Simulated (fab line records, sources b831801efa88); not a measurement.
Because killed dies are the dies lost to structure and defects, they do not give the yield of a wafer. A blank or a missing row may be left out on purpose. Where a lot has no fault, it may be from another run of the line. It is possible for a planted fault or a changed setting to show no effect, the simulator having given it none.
fab line records / flow sky130
[record] lots = 14 wafers = 42 last-day = 51
route steps=708 shown VT_ADJUST_HVTP@89 SONOS_ONO@181 LDD_P@262 POLY_CUT@317
lots with no fault: from the same line, run without faults
start-h: start of the lot's first displayed wafer, in hours after the record's first day / wait-h: hours since the lot's step before / " the same as in the row above / L1.1+2: a single row standing in for several wafers / - value missing, or start not given / * or withheld: withheld / < > ~ a bound
route shown NAME@n: NAME is a module with steps in the file, n the number in the route of the first one / usual: average and standard deviation across the fault-free wafers / same: alike in all rows / chamber/n: place in a boat / sites: per-site readings / _std_site: how widely they spread, as a standard deviation / _edge_site: inner sites' mean taken away from outer sites' mean / radius-mm: for every site, how far away it sits from the centre of the wafer / mask NAME#n: copy n / behind: the tool/chamber that last shaped the wafer / hold: what put the lot on hold/how long, in hours/how the hold closed / device: names the non-switching transistor (n, p or np) / end of line: the route-end tests of the same wafers / step lacking rows: just its recipe / killed: at the first sort, the dies lost to defects and structure; wafer yield is something else / map: a wafer's dies, x killed, . not, _ none there
set.NAME: the setting as run; set.NAME@STEP: as run at that earlier step / model.NAME: the simulator's own value behind a step, which no gauge read
a sample of lots followed through the steps of the route, with each step as a table and each wafer as a row
services: the hour from which a tool's chamber was out of use, counted from the record's first day as start-h (under 0 if before that day), plus the number of hours and why
[[steps]]
[step SKY_VT_ADJUST_HVTP_EXPOSE_04]
[recipe] mask-id = HVTPM na = 0.6 source-shape = conventional sigma-outer = 0.6 polarization = unpolarized target-cd-nm = 380 dose-mj = 140
[usual] exposure-dose-mJ-cm2 = 139.95/0.14 focus-offset-nm = -0.1/0.5
lot.wafer=L670.1 tool=iline-stepper-01 chamber=0 start-h=115.59 wait-h=- mask=HVTPM#0 exposure-dose-mJ-cm2=139.90 focus-offset-nm=-0.5
lot.wafer=L670.3 tool=iline-stepper-01 chamber=0 start-h=115.59 wait-h=- mask=HVTPM#0 exposure-dose-mJ-cm2=139.96 focus-offset-nm=-0.4
lot.wafer=L670.5 tool=iline-stepper-01 chamber=0 start-h=115.59 wait-h=- mask=HVTPM#0 exposure-dose-mJ-cm2=139.68 focus-offset-nm=-0.3
lot.wafer=L672.2 tool=iline-stepper-02 chamber=0 start-h=126.73 wait-h=- mask=HVTPM#0 exposure-dose-mJ-cm2=139.69 focus-offset-nm=-0.1
lot.wafer=L672.5 tool=iline-stepper-02 chamber=0 start-h=126.73 wait-h=- mask=HVTPM#0 exposure-dose-mJ-cm2=139.72 focus-offset-nm=-0.6
lot.wafer=L672.6 tool=iline-stepper-02 chamber=0 start-h=126.73 wait-h=- mask=HVTPM#0 exposure-dose-mJ-cm2=139.57 focus-offset-nm=0.2
lot.wafer=L674.4 tool=iline-stepper-02 chamber=0 start-h=141.86 wait-h=- mask=HVTPM#0 exposure-dose-mJ-cm2=139.78 focus-offset-nm=0.6
lot.wafer=L674.5 tool=iline-stepper-02 chamber=0 start-h=141.86 wait-h=- mask=HVTPM#0 exposure-dose-mJ-cm2=140.10 focus-offset-nm=0.1
lot.wafer=L674.6 tool=iline-stepper-02 chamber=0 start-h=141.86 wait-h=- mask=HVTPM#0 exposure-dose-mJ-cm2=139.96 focus-offset-nm=0.4
lot.wafer=L676.1 tool=iline-stepper-01 chamber=0 start-h=150.06 wait-h=- mask=HVTPM#0 exposure-dose-mJ-cm2=139.91 focus-offset-nm=0.1
lot.wafer=L676.4 tool=iline-stepper-01 chamber=0 start-h=150.06 wait-h=- mask=HVTPM#0 exposure-dose-mJ-cm2=139.93 focus-offset-nm=0.6
lot.wafer=L676.6 tool=iline-stepper-01 chamber=0 start-h=150.06 wait-h=- mask=HVTPM#0 exposure-dose-mJ-cm2=140.00 focus-offset-nm=0.2
lot.wafer=L678.2 tool=iline-stepper-01 chamber=0 start-h=165.71 wait-h=- mask=HVTPM#0 exposure-dose-mJ-cm2=139.91 focus-offset-nm=-0.2
lot.wafer=L678.3 tool=iline-stepper-01 chamber=0 start-h=165.71 wait-h=- mask=HVTPM#0 exposure-dose-mJ-cm2=140.03 focus-offset-nm=0.8
lot.wafer=L678.4 tool=iline-stepper-01 chamber=0 start-h=165.71 wait-h=- mask=HVTPM#0 exposure-dose-mJ-cm2=140.10 focus-offset-nm=0.5
lot.wafer=L681.2 tool=iline-stepper-02 chamber=0 start-h=193.58 wait-h=- mask=HVTPM#0 exposure-dose-mJ-cm2=139.59 focus-offset-nm=-0.5
lot.wafer=L681.4 tool=iline-stepper-02 chamber=0 start-h=193.58 wait-h=- mask=HVTPM#0 exposure-dose-mJ-cm2=139.87 focus-offset-nm=-0.1
lot.wafer=L681.6 tool=iline-stepper-02 chamber=0 start-h=193.58 wait-h=- mask=HVTPM#0 exposure-dose-mJ-cm2=139.86 focus-offset-nm=-1.2
lot.wafer=L682.1 tool=iline-stepper-01 chamber=0 start-h=193.80 wait-h=- mask=HVTPM#0 exposure-dose-mJ-cm2=140.26 focus-offset-nm=-0.2
lot.wafer=L682.2 tool=iline-stepper-01 chamber=0 start-h=193.80 wait-h=- mask=HVTPM#0 exposure-dose-mJ-cm2=140.00 focus-offset-nm=-0.9
lot.wafer=L682.3 tool=iline-stepper-01 chamber=0 start-h=193.80 wait-h=- mask=HVTPM#0 exposure-dose-mJ-cm2=140.10 focus-offset-nm=0.0
lot.wafer=L683.2 tool=iline-stepper-02 chamber=- start-h=196.98 wait-h=- mask=HVTPM#0 exposure-dose-mJ-cm2=- focus-offset-nm=-
lot.wafer=L683.5 tool=iline-stepper-02 chamber=- start-h=196.98 wait-h=- mask=HVTPM#0 exposure-dose-mJ-cm2=- focus-offset-nm=-
lot.wafer=L683.6 tool=iline-stepper-02 chamber=- start-h=196.98 wait-h=- mask=HVTPM#0 exposure-dose-mJ-cm2=- focus-offset-nm=-
lot.wafer=L684.3 tool=iline-stepper-02 chamber=- start-h=206.12 wait-h=- mask=HVTPM#0 exposure-dose-mJ-cm2=- focus-offset-nm=-
lot.wafer=L684.4 tool=iline-stepper-02 chamber=- start-h=206.12 wait-h=- mask=HVTPM#0 exposure-dose-mJ-cm2=- focus-offset-nm=-
lot.wafer=L684.6 tool=iline-stepper-02 chamber=- start-h=206.12 wait-h=- mask=HVTPM#0 exposure-dose-mJ-cm2=- focus-offset-nm=-
lot.wafer=L685.1 tool=iline-stepper-02 chamber=0 start-h=209.53 wait-h=- mask=HVTPM#0 exposure-dose-mJ-cm2=139.92 focus-offset-nm=-1.0
lot.wafer=L685.4 tool=iline-stepper-02 chamber=0 start-h=209.53 wait-h=- mask=HVTPM#0 exposure-dose-mJ-cm2=140.01 focus-offset-nm=0.1
lot.wafer=L685.5 tool=iline-stepper-02 chamber=0 start-h=209.53 wait-h=- mask=HVTPM#0 exposure-dose-mJ-cm2=139.85 focus-offset-nm=0.1
lot.wafer=L687.4 tool=iline-stepper-01 chamber=0 start-h=219.30 wait-h=- mask=HVTPM#0 exposure-dose-mJ-cm2=139.95 focus-offset-nm=-0.5
lot.wafer=L687.5 tool=iline-stepper-01 chamber=0 start-h=219.30 wait-h=- mask=HVTPM#0 exposure-dose-mJ-cm2=139.94 focus-offset-nm=-0.5
lot.wafer=L687.6 tool=iline-stepper-01 chamber=0 start-h=219.30 wait-h=- mask=HVTPM#0 exposure-dose-mJ-cm2=139.96 focus-offset-nm=-0.1
lot.wafer=L691.1 tool=iline-stepper-01 chamber=0 start-h=244.71 wait-h=- mask=HVTPM#0 exposure-dose-mJ-cm2=139.95 focus-offset-nm=0.0
lot.wafer=L691.2 tool=iline-stepper-01 chamber=0 start-h=244.71 wait-h=- mask=HVTPM#0 exposure-dose-mJ-cm2=139.98 focus-offset-nm=-0.2
lot.wafer=L691.5 tool=iline-stepper-01 chamber=0 start-h=244.71 wait-h=- mask=HVTPM#0 exposure-dose-mJ-cm2=139.83 focus-offset-nm=-0.7
lot.wafer=L692.2 tool=iline-stepper-02 chamber=0 start-h=250.73 wait-h=- mask=HVTPM#0 exposure-dose-mJ-cm2=140.16 focus-offset-nm=0.5
lot.wafer=L692.4 tool=iline-stepper-02 chamber=0 start-h=250.73 wait-h=- mask=HVTPM#0 exposure-dose-mJ-cm2=140.02 focus-offset-nm=0.3
lot.wafer=L692.5 tool=iline-stepper-02 chamber=0 start-h=250.73 wait-h=- mask=HVTPM#0 exposure-dose-mJ-cm2=140.17 focus-offset-nm=-0.6
lot.wafer=L693.1 tool=iline-stepper-02 chamber=0 start-h=255.93 wait-h=- mask=HVTPM#0 exposure-dose-mJ-cm2=139.73 focus-offset-nm=-0.3
lot.wafer=L693.2 tool=iline-stepper-02 chamber=0 start-h=255.93 wait-h=- mask=HVTPM#0 exposure-dose-mJ-cm2=139.93 focus-offset-nm=-0.5
lot.wafer=L693.6 tool=iline-stepper-02 chamber=0 start-h=255.93 wait-h=- mask=HVTPM#0 exposure-dose-mJ-cm2=139.63 focus-offset-nm=-0.5
[step SKY_SONOS_ONO_CD_MEAS_13]
[recipe] target-cd-nm = 410
[usual] cd-nm = 410.2/2.3
lot.wafer=L670.1 tool=cd-sem-02 chamber=- start-h=284.79 wait-h=0.1 cd-nm=404.6
lot.wafer=L670.3 tool=cd-sem-02 chamber=- start-h=284.79 wait-h=0.1 cd-nm=406.1
lot.wafer=L670.5 tool=cd-sem-02 chamber=- start-h=284.79 wait-h=0.1 cd-nm=403.3
lot.wafer=L672.2 tool=cd-sem-02 chamber=- start-h=298.40 wait-h=0.1 cd-nm=408.0
lot.wafer=L672.5 tool=cd-sem-02 chamber=- start-h=298.40 wait-h=0.1 cd-nm=411.4
lot.wafer=L672.6 tool=cd-sem-02 chamber=- start-h=298.40 wait-h=0.1 cd-nm=410.0
lot.wafer=L674.4 tool=cd-sem-01 chamber=- start-h=316.40 wait-h=0.1 cd-nm=410.1
lot.wafer=L674.5 tool=cd-sem-01 chamber=- start-h=316.40 wait-h=0.1 cd-nm=410.3
lot.wafer=L674.6 tool=cd-sem-01 chamber=- start-h=316.40 wait-h=0.1 cd-nm=409.0
lot.wafer=L676.1 tool=cd-sem-02 chamber=- start-h=328.44 wait-h=0.1 cd-nm=411.8
lot.wafer=L676.4 tool=cd-sem-02 chamber=- start-h=328.44 wait-h=0.1 cd-nm=412.4
lot.wafer=L676.6 tool=cd-sem-02 chamber=- start-h=328.44 wait-h=0.1 cd-nm=412.5
lot.wafer=L678.2 tool=cd-sem-02 chamber=- start-h=353.51 wait-h=0.1 cd-nm=409.9
lot.wafer=L678.3 tool=cd-sem-02 chamber=- start-h=353.51 wait-h=0.1 cd-nm=409.1
lot.wafer=L678.4 tool=cd-sem-02 chamber=- start-h=353.51 wait-h=0.1 cd-nm=408.5
lot.wafer=L681.2 tool=cd-sem-01 chamber=- start-h=384.26 wait-h=0.1 cd-nm=409.9
lot.wafer=L681.4 tool=cd-sem-01 chamber=- start-h=384.26 wait-h=0.1 cd-nm=409.3
lot.wafer=L681.6 tool=cd-sem-01 chamber=- start-h=384.26 wait-h=0.1 cd-nm=411.5
lot.wafer=L682.1 tool=cd-sem-02 chamber=- start-h=384.63 wait-h=0.1 cd-nm=410.0
lot.wafer=L682.2 tool=cd-sem-02 chamber=- start-h=384.63 wait-h=0.1 cd-nm=407.6
lot.wafer=L682.3 tool=cd-sem-02 chamber=- start-h=384.63 wait-h=0.1 cd-nm=407.8
lot.wafer=L683.2 tool=cd-sem-02 chamber=- start-h=388.50 wait-h=0.1 cd-nm=411.5
lot.wafer=L683.5 tool=cd-sem-02 chamber=- start-h=388.50 wait-h=0.1 cd-nm=412.1
lot.wafer=L683.6 tool=cd-sem-02 chamber=- start-h=388.50 wait-h=0.1 cd-nm=409.2
lot.wafer=L684.3 tool=cd-sem-01 chamber=- start-h=399.57 wait-h=0.1 cd-nm=408.8
lot.wafer=L684.4 tool=cd-sem-01 chamber=- start-h=399.57 wait-h=0.1 cd-nm=408.2
lot.wafer=L684.6 tool=cd-sem-01 chamber=- start-h=399.57 wait-h=0.1 cd-nm=408.7
lot.wafer=L685.1 tool=cd-sem-01 chamber=- start-h=407.63 wait-h=0.1 cd-nm=413.3
lot.wafer=L685.4 tool=cd-sem-01 chamber=- start-h=407.63 wait-h=0.1 cd-nm=412.5
lot.wafer=L685.5 tool=cd-sem-01 chamber=- start-h=407.63 wait-h=0.1 cd-nm=414.2
lot.wafer=L687.4 tool=cd-sem-02 chamber=- start-h=418.05 wait-h=0.1 cd-nm=412.0
lot.wafer=L687.5 tool=cd-sem-02 chamber=- start-h=418.05 wait-h=0.1 cd-nm=410.7
lot.wafer=L687.6 tool=cd-sem-02 chamber=- start-h=418.05 wait-h=0.1 cd-nm=412.7
lot.wafer=L691.1 tool=cd-sem-02 chamber=- start-h=455.39 wait-h=0.1 cd-nm=411.9
lot.wafer=L691.2 tool=cd-sem-02 chamber=- start-h=455.39 wait-h=0.1 cd-nm=411.3
lot.wafer=L691.5 tool=cd-sem-02 chamber=- start-h=455.39 wait-h=0.1 cd-nm=413.5
lot.wafer=L692.2 tool=cd-sem-01 chamber=- start-h=465.15 wait-h=0.1 cd-nm=412.7
lot.wafer=L692.4 tool=cd-sem-01 chamber=- start-h=465.15 wait-h=0.1 cd-nm=411.7
lot.wafer=L692.5 tool=cd-sem-01 chamber=- start-h=465.15 wait-h=0.1 cd-nm=413.7
lot.wafer=L693.1 tool=cd-sem-01 chamber=- start-h=468.59 wait-h=0.1 cd-nm=406.2
lot.wafer=L693.2 tool=cd-sem-01 chamber=- start-h=468.59 wait-h=0.1 cd-nm=408.0
lot.wafer=L693.6 tool=cd-sem-01 chamber=- start-h=468.59 wait-h=0.1 cd-nm=409.3
[step SKY_LDD_P_CD_MEAS_07]
[recipe] target-cd-nm = 380
[usual] cd-nm = 379.5/2.8
lot.wafer=L670.1 tool=cd-sem-01 chamber=- start-h=433.94 wait-h=0.1 cd-nm=380.2
lot.wafer=L670.3 tool=cd-sem-01 chamber=- start-h=433.94 wait-h=0.1 cd-nm=380.1
lot.wafer=L670.5 tool=cd-sem-01 chamber=- start-h=433.94 wait-h=0.1 cd-nm=378.9
lot.wafer=L672.2 tool=cd-sem-01 chamber=- start-h=457.26 wait-h=0.1 cd-nm=372.3
lot.wafer=L672.5 tool=cd-sem-01 chamber=- start-h=457.26 wait-h=0.1 cd-nm=374.9
lot.wafer=L672.6 tool=cd-sem-01 chamber=- start-h=457.26 wait-h=0.1 cd-nm=377.2
lot.wafer=L674.4 tool=cd-sem-02 chamber=- start-h=475.79 wait-h=0.1 cd-nm=379.5
lot.wafer=L674.5 tool=cd-sem-02 chamber=- start-h=475.79 wait-h=0.1 cd-nm=381.1
lot.wafer=L674.6 tool=cd-sem-02 chamber=- start-h=475.79 wait-h=0.1 cd-nm=381.0
lot.wafer=L676.1 tool=cd-sem-01 chamber=- start-h=486.79 wait-h=0.1 cd-nm=383.3
lot.wafer=L676.4 tool=cd-sem-01 chamber=- start-h=486.79 wait-h=0.1 cd-nm=383.6
lot.wafer=L676.6 tool=cd-sem-01 chamber=- start-h=486.79 wait-h=0.1 cd-nm=385.0
lot.wafer=L678.2 tool=cd-sem-02 chamber=- start-h=518.21 wait-h=0.1 cd-nm=382.9
lot.wafer=L678.3 tool=cd-sem-02 chamber=- start-h=518.21 wait-h=0.1 cd-nm=381.0
lot.wafer=L678.4 tool=cd-sem-02 chamber=- start-h=518.21 wait-h=0.1 cd-nm=384.7
lot.wafer=L683.2 tool=cd-sem-01 chamber=- start-h=644.80 wait-h=0.1 cd-nm=372.0
lot.wafer=L683.5 tool=cd-sem-01 chamber=- start-h=644.80 wait-h=0.1 cd-nm=373.3
lot.wafer=L683.6 tool=cd-sem-01 chamber=- start-h=644.80 wait-h=0.1 cd-nm=374.4
lot.wafer=L685.1 tool=cd-sem-02 chamber=- start-h=645.58 wait-h=0.1 cd-nm=377.7
lot.wafer=L685.4 tool=cd-sem-02 chamber=- start-h=645.58 wait-h=0.1 cd-nm=380.2
lot.wafer=L685.5 tool=cd-sem-02 chamber=- start-h=645.58 wait-h=0.1 cd-nm=379.7
lot.wafer=L682.1 tool=cd-sem-01 chamber=- start-h=645.58 wait-h=0.1 cd-nm=376.3
lot.wafer=L682.2 tool=cd-sem-01 chamber=- start-h=645.58 wait-h=0.1 cd-nm=377.2
lot.wafer=L682.3 tool=cd-sem-01 chamber=- start-h=645.58 wait-h=0.1 cd-nm=374.6
lot.wafer=L684.3 tool=cd-sem-01 chamber=- start-h=646.52 wait-h=0.1 cd-nm=382.9
lot.wafer=L684.4 tool=cd-sem-01 chamber=- start-h=646.52 wait-h=0.1 cd-nm=380.1
lot.wafer=L684.6 tool=cd-sem-01 chamber=- start-h=646.52 wait-h=0.1 cd-nm=379.8
lot.wafer=L681.2 tool=cd-sem-01 chamber=- start-h=647.70 wait-h=0.1 cd-nm=380.7
lot.wafer=L681.4 tool=cd-sem-01 chamber=- start-h=647.70 wait-h=0.1 cd-nm=378.4
lot.wafer=L681.6 tool=cd-sem-01 chamber=- start-h=647.70 wait-h=0.1 cd-nm=376.6
lot.wafer=L691.1 tool=cd-sem-02 chamber=- start-h=647.73 wait-h=0.1 cd-nm=378.7
lot.wafer=L691.2 tool=cd-sem-02 chamber=- start-h=647.73 wait-h=0.1 cd-nm=379.0
lot.wafer=L691.5 tool=cd-sem-02 chamber=- start-h=647.73 wait-h=0.1 cd-nm=377.0
lot.wafer=L687.4 tool=cd-sem-02 chamber=- start-h=648.94 wait-h=0.1 cd-nm=379.8
lot.wafer=L687.5 tool=cd-sem-02 chamber=- start-h=648.94 wait-h=0.1 cd-nm=381.0
lot.wafer=L687.6 tool=cd-sem-02 chamber=- start-h=648.94 wait-h=0.1 cd-nm=381.8
lot.wafer=L692.2 tool=cd-sem-02 chamber=- start-h=650.15 wait-h=0.1 cd-nm=381.0
lot.wafer=L692.4 tool=cd-sem-02 chamber=- start-h=650.15 wait-h=0.1 cd-nm=377.7
lot.wafer=L692.5 tool=cd-sem-02 chamber=- start-h=650.15 wait-h=0.1 cd-nm=380.2
lot.wafer=L693.1 tool=cd-sem-02 chamber=- start-h=650.83 wait-h=0.1 cd-nm=379.1
lot.wafer=L693.2 tool=cd-sem-02 chamber=- start-h=650.83 wait-h=0.1 cd-nm=376.9
lot.wafer=L693.6 tool=cd-sem-02 chamber=- start-h=650.83 wait-h=0.1 cd-nm=376.1
[step SKY_POLY_CUT_ETCH_10]
[recipe] chemistry = N2/H2 target = BARC ion-energy-ev = 200 source-w = 500 bias-w = 100 pressure-mtorr = 30 n2-flow-sccm = 100 h2-flow-sccm = 200 stop-on = SiO2 time-s = 45.9 target-depth-a = 600
[usual] drypump-motor-current-A = 5.8/0.43 oes-product-au = 0.855/0.0052 throttle-valve-pct = 13.225/0.009
lot.wafer=L670.1 tool=rie-diel-04 chamber=2 start-h=589.83 wait-h=0.0 drypump-motor-current-A=5.8 oes-product-au=0.854 rf-hours-counter-h=10 throttle-valve-pct=13.224
lot.wafer=L670.3 tool=rie-diel-04 chamber=3 start-h=589.83 wait-h=0.0 drypump-motor-current-A=6.0 oes-product-au=0.862 rf-hours-counter-h=6 throttle-valve-pct=13.232
lot.wafer=L670.5 tool=rie-diel-04 chamber=0 start-h=589.83 wait-h=0.0 drypump-motor-current-A=5.5 oes-product-au=0.860 rf-hours-counter-h=- throttle-valve-pct=13.235
lot.wafer=L672.2 tool=rie-diel-04 chamber=3 start-h=590.19 wait-h=0.0 drypump-motor-current-A=6.0 oes-product-au=0.863 rf-hours-counter-h=6 throttle-valve-pct=13.223
lot.wafer=L672.5 tool=rie-diel-04 chamber=2 start-h=590.19 wait-h=0.0 drypump-motor-current-A=5.8 oes-product-au=0.852 rf-hours-counter-h=- throttle-valve-pct=13.238
lot.wafer=L672.6 tool=rie-diel-04 chamber=0 start-h=590.19 wait-h=0.0 drypump-motor-current-A=5.5 oes-product-au=0.860 rf-hours-counter-h=- throttle-valve-pct=13.214
lot.wafer=L674.4 tool=rie-diel-01 chamber=2 start-h=590.33 wait-h=0.0 drypump-motor-current-A=6.4 oes-product-au=0.855 rf-hours-counter-h=- throttle-valve-pct=13.214
lot.wafer=L674.5 tool=rie-diel-01 chamber=0 start-h=590.33 wait-h=0.0 drypump-motor-current-A=6.5 oes-product-au=0.855 rf-hours-counter-h=- throttle-valve-pct=13.225
lot.wafer=L674.6 tool=rie-diel-01 chamber=3 start-h=590.33 wait-h=0.0 drypump-motor-current-A=5.5 oes-product-au=0.846 rf-hours-counter-h=- throttle-valve-pct=13.217
lot.wafer=L676.1 tool=rie-diel-03 chamber=3 start-h=591.34 wait-h=0.0 drypump-motor-current-A=5.7 oes-product-au=0.848 rf-hours-counter-h=8 throttle-valve-pct=13.230
lot.wafer=L676.4 tool=rie-diel-03 chamber=1 start-h=591.34 wait-h=0.0 drypump-motor-current-A=4.7 oes-product-au=0.862 rf-hours-counter-h=4 throttle-valve-pct=13.218
lot.wafer=L676.6 tool=rie-diel-03 chamber=3 start-h=591.34 wait-h=0.0 drypump-motor-current-A=5.7 oes-product-au=0.859 rf-hours-counter-h=- throttle-valve-pct=13.240
lot.wafer=L678.2 tool=rie-diel-04 chamber=2 start-h=626.19 wait-h=0.0 drypump-motor-current-A=5.8 oes-product-au=0.858 rf-hours-counter-h=10 throttle-valve-pct=13.236
lot.wafer=L678.3 tool=rie-diel-04 chamber=0 start-h=626.19 wait-h=0.0 drypump-motor-current-A=5.5 oes-product-au=0.852 rf-hours-counter-h=6 throttle-valve-pct=13.234
lot.wafer=L678.4 tool=rie-diel-04 chamber=3 start-h=626.19 wait-h=0.0 drypump-motor-current-A=6.0 oes-product-au=0.865 rf-hours-counter-h=7 throttle-valve-pct=13.232
lot.wafer=L682.1 tool=rie-diel-04 chamber=3 start-h=759.63 wait-h=0.0 drypump-motor-current-A=6.0 oes-product-au=0.858 rf-hours-counter-h=11 throttle-valve-pct=13.213
lot.wafer=L682.2 tool=rie-diel-04 chamber=2 start-h=759.63 wait-h=0.0 drypump-motor-current-A=5.8 oes-product-au=0.857 rf-hours-counter-h=15 throttle-valve-pct=13.217
lot.wafer=L682.3 tool=rie-diel-04 chamber=1 start-h=759.63 wait-h=0.0 drypump-motor-current-A=5.6 oes-product-au=0.854 rf-hours-counter-h=4 throttle-valve-pct=13.219
lot.wafer=L683.2 tool=rie-diel-01 chamber=2 start-h=759.98 wait-h=0.0 drypump-motor-current-A=6.4 oes-product-au=0.864 rf-hours-counter-h=2 throttle-valve-pct=13.234
lot.wafer=L683.5 tool=rie-diel-01 chamber=0 start-h=759.98 wait-h=0.0 drypump-motor-current-A=6.5 oes-product-au=0.863 rf-hours-counter-h=- throttle-valve-pct=13.230
lot.wafer=L683.6 tool=rie-diel-01 chamber=3 start-h=759.98 wait-h=0.0 drypump-motor-current-A=5.5 oes-product-au=0.854 rf-hours-counter-h=- throttle-valve-pct=13.222
lot.wafer=L685.1 tool=rie-diel-03 chamber=2 start-h=760.04 wait-h=0.0 drypump-motor-current-A=5.7 oes-product-au=0.847 rf-hours-counter-h=0 throttle-valve-pct=13.242
lot.wafer=L685.4 tool=rie-diel-03 chamber=3 start-h=760.04 wait-h=0.0 drypump-motor-current-A=5.7 oes-product-au=0.854 rf-hours-counter-h=12 throttle-valve-pct=13.218
lot.wafer=L685.5 tool=rie-diel-03 chamber=3 start-h=760.04 wait-h=0.0 drypump-motor-current-A=5.7 oes-product-au=0.850 rf-hours-counter-h=- throttle-valve-pct=13.239
lot.wafer=L684.3 tool=rie-diel-01 chamber=1 start-h=760.89 wait-h=0.0 drypump-motor-current-A=5.6 oes-product-au=0.847 rf-hours-counter-h=15 throttle-valve-pct=13.209
lot.wafer=L684.4 tool=rie-diel-01 chamber=0 start-h=760.89 wait-h=0.0 drypump-motor-current-A=6.5 oes-product-au=0.852 rf-hours-counter-h=8 throttle-valve-pct=13.209
lot.wafer=L684.6 tool=rie-diel-01 chamber=0 start-h=760.89 wait-h=0.0 drypump-motor-current-A=6.5 oes-product-au=0.849 rf-hours-counter-h=- throttle-valve-pct=13.226
lot.wafer=L681.2 tool=rie-diel-03 chamber=2 start-h=761.24 wait-h=0.0 drypump-motor-current-A=5.7 oes-product-au=0.852 rf-hours-counter-h=0 throttle-valve-pct=13.212
lot.wafer=L681.4 tool=rie-diel-03 chamber=3 start-h=761.24 wait-h=0.0 drypump-motor-current-A=5.8 oes-product-au=0.855 rf-hours-counter-h=12 throttle-valve-pct=13.220
lot.wafer=L681.6 tool=rie-diel-03 chamber=1 start-h=761.24 wait-h=0.0 drypump-motor-current-A=4.7 oes-product-au=0.844 rf-hours-counter-h=- throttle-valve-pct=13.222
lot.wafer=L691.1 tool=rie-diel-03 chamber=1 start-h=762.48 wait-h=0.0 drypump-motor-current-A=4.7 oes-product-au=0.847 rf-hours-counter-h=7 throttle-valve-pct=13.236
lot.wafer=L691.2 tool=rie-diel-03 chamber=3 start-h=762.48 wait-h=0.0 drypump-motor-current-A=5.7 oes-product-au=0.851 rf-hours-counter-h=12 throttle-valve-pct=13.229
lot.wafer=L691.5 tool=rie-diel-03 chamber=3 start-h=762.48 wait-h=0.0 drypump-motor-current-A=5.7 oes-product-au=0.855 rf-hours-counter-h=- throttle-valve-pct=13.236
lot.wafer=L687.4 tool=rie-diel-01 chamber=2 start-h=763.14 wait-h=0.0 drypump-motor-current-A=6.3 oes-product-au=0.858 rf-hours-counter-h=2 throttle-valve-pct=13.231
lot.wafer=L687.5 tool=rie-diel-01 chamber=1 start-h=763.14 wait-h=0.0 drypump-motor-current-A=5.6 oes-product-au=0.858 rf-hours-counter-h=- throttle-valve-pct=13.220
lot.wafer=L687.6 tool=rie-diel-01 chamber=0 start-h=763.14 wait-h=0.0 drypump-motor-current-A=6.5 oes-product-au=0.849 rf-hours-counter-h=- throttle-valve-pct=13.230
lot.wafer=L692.2 tool=rie-diel-04 chamber=1 start-h=764.14 wait-h=0.0 drypump-motor-current-A=5.7 oes-product-au=0.861 rf-hours-counter-h=4 throttle-valve-pct=13.234
lot.wafer=L692.4 tool=rie-diel-04 chamber=2 start-h=764.14 wait-h=0.0 drypump-motor-current-A=5.8 oes-product-au=0.860 rf-hours-counter-h=15 throttle-valve-pct=13.212
lot.wafer=L692.5 tool=rie-diel-04 chamber=0 start-h=764.14 wait-h=0.0 drypump-motor-current-A=5.5 oes-product-au=0.860 rf-hours-counter-h=- throttle-valve-pct=13.221
lot.wafer=L693.1 tool=rie-diel-01 chamber=3 start-h=764.49 wait-h=0.0 drypump-motor-current-A=5.5 oes-product-au=0.856 rf-hours-counter-h=3 throttle-valve-pct=13.219
lot.wafer=L693.2 tool=rie-diel-01 chamber=2 start-h=764.49 wait-h=0.0 drypump-motor-current-A=6.4 oes-product-au=0.849 rf-hours-counter-h=2 throttle-valve-pct=13.231
lot.wafer=L693.6 tool=rie-diel-01 chamber=3 start-h=764.49 wait-h=0.0 drypump-motor-current-A=5.5 oes-product-au=0.859 rf-hours-counter-h=- throttle-valve-pct=13.219
[[services]]
tool=iline-stepper-02 chamber=- start-h=101.61 hours=3.9 kind=repair
tool=iline-stepper-02 chamber=- start-h=113.85 hours=1.7 kind=pm
tool=rie-diel-04 chamber=3 start-h=154.82 hours=18.6 kind=repair
tool=rie-diel-04 chamber=2 start-h=166.05 hours=6.5 kind=repair
tool=rie-diel-04 chamber=- start-h=174.13 hours=0.6 kind=repair
tool=iline-stepper-01 chamber=- start-h=187.85 hours=4.0 kind=repair
tool=iline-stepper-01 chamber=- start-h=242.56 hours=1.7 kind=pm
tool=rie-diel-04 chamber=2 start-h=301.73 hours=3.9 kind=repair
tool=rie-diel-01 chamber=- start-h=312.90 hours=1.0 kind=repair
tool=rie-diel-01 chamber=2 start-h=319.43 hours=5.6 kind=repair
tool=iline-stepper-02 chamber=- start-h=332.03 hours=1.7 kind=pm
tool=iline-stepper-01 chamber=- start-h=436.76 hours=1.1 kind=repair
tool=iline-stepper-02 chamber=- start-h=446.55 hours=19.8 kind=repair
tool=iline-stepper-01 chamber=- start-h=466.40 hours=1.7 kind=pm
tool=iline-stepper-02 chamber=- start-h=475.59 hours=11.4 kind=repair
tool=iline-stepper-01 chamber=- start-h=516.40 hours=8.9 kind=pm
tool=iline-stepper-02 chamber=- start-h=550.21 hours=1.7 kind=pm
tool=iline-stepper-02 chamber=- start-h=567.97 hours=2.1 kind=pm
tool=iline-stepper-01 chamber=- start-h=596.16 hours=2.1 kind=pm
tool=iline-stepper-01 chamber=- start-h=679.03 hours=1.7 kind=pm
tool=iline-stepper-01 chamber=- start-h=688.13 hours=4.4 kind=pm
tool=iline-stepper-02 chamber=- start-h=729.60 hours=4.4 kind=pm
tool=iline-stepper-01 chamber=- start-h=741.64 hours=2.8 kind=repair
tool=iline-stepper-01 chamber=- start-h=760.03 hours=4.3 kind=pm
[[key]]
[first-sign] step = SKY_VT_ADJUST_HVTP_EXPOSE_04 reading = tool-record direction = missing
effect none on later readings
met-at SKY_VT_ADJUST_HVTP_EXPOSE_04
struck-lots L683,L684
sort-left-out L683.2,L683.5,L683.6,L684.3,L684.4,L684.6
tester-left-out L683,L684
not-acting-at SKY_SONOS_ONO_CD_MEAS_13,SKY_LDD_P_CD_MEAS_07,SKY_POLY_CUT_ETCH_10
onset-between 193.58 196.98
[fault] kind = skipped-step-whole tool = iline-stepper-02 chamber = - onset-h = 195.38 steps = SKY_VT_ADJUST_HVTP_EXPOSE_04 scope = struck-lots-only
// tester-left-out: of these lots the tester's yield and bins aren't shown, on N5 and GAA mostly nor the transistor test; their killed dies are dies lost to structure and defects alone, not to doping, threshold or leakage, so they don't give the yield
// sort-left-out: the simulated sort isn't trusted on such a fault, so these wafers' sort isn't shown, and their yield isn't known
